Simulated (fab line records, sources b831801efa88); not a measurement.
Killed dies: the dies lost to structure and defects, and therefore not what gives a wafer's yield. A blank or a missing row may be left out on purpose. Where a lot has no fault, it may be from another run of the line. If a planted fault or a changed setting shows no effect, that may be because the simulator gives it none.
A single fault, viewed from 2 desks + flow gf180mcu + each desk holds nothing but its own numbers, with what lay behind them at the end

## FROM THE METROLOGY DESK
What the gauges read for every lot (on any tool): the sampled wafers with a number, averaged. Marked OUT: a lot whose mean sits more than 4 standard deviations from the usual mean, which makes it out of limits; the brackets give that distance.
Columns: A = M2_ALCU_RS at GF_M2_RS_MEAS_05, usual 0.0695 ohm/sq; B = V2_BOW at GF_V2_BOW_MEAS_05, usual 101 um
| lot  | first seen here | A      | B   |
|------|-----------------|--------|-----|
| L641 | day 18 03:59    | 0.0685 | 92  |
| L642 | day 18 14:08    | 0.0705 | 110 |
| L643 | day 19 01:06    | 0.0690 | 107 |
| L646 | day 20 06:20    | 0.0686 | 102 |
| L647 | day 20 20:50    | 0.0687 | 101 |
| L649 | day 21 20:59    | 0.0699 | 96  |
| L648 | day 21 21:09    | 0.0685 | 108 |
| L650 | day 22 17:40    | 0.0691 | 92  |
| L651 | day 22 18:16    | 0.0690 | 106 |
| L652 | day 23 01:26    | 0.0687 | 97  |
| L655 | day 23 23:32    | 0.0700 | 92  |
| L663 | day 26 05:42    | 0.0708 | 107 |
Finding of this desk: none of the 12 lots has anything out of limits.

## FOR THE TOOL OWNER'S DESK: cmp-02
The tool's own readings at GF_V2_CMP_04 (polishes SiO2): means of the sampled wafers that have a number, for each lot that ran on this tool. Marked OUT: a lot whose mean sits more than 4 standard deviations from the usual mean, which makes it out of limits; the brackets give that distance.
Columns: A = motor current A at GF_V2_CMP_04, usual 12.2 A; B = time to endpoint s at GF_V2_CMP_04, usual 80 s
| lot  | first seen here | A    | B  |
|------|-----------------|------|----|
| L643 | day 20 02:32    | 13.0 | 83 |
| L646 | day 21 07:26    | 12.1 | 77 |
| L649 | day 22 21:11    | 11.8 | 79 |
| L651 | day 23 18:16    | 12.5 | 86 |
| L652 | day 24 01:11    | 12.0 | 87 |
| L655 | day 24 22:45    | 12.6 | 88 |
Finding of this desk: none of the 6 lots has anything out of limits.

## TAKEN TOGETHER
Nothing out of limits was seen by the metrology desk.
The desk of the tool owner found nothing out of limits.

## WHAT THE SIMULATOR HAD INSERTED
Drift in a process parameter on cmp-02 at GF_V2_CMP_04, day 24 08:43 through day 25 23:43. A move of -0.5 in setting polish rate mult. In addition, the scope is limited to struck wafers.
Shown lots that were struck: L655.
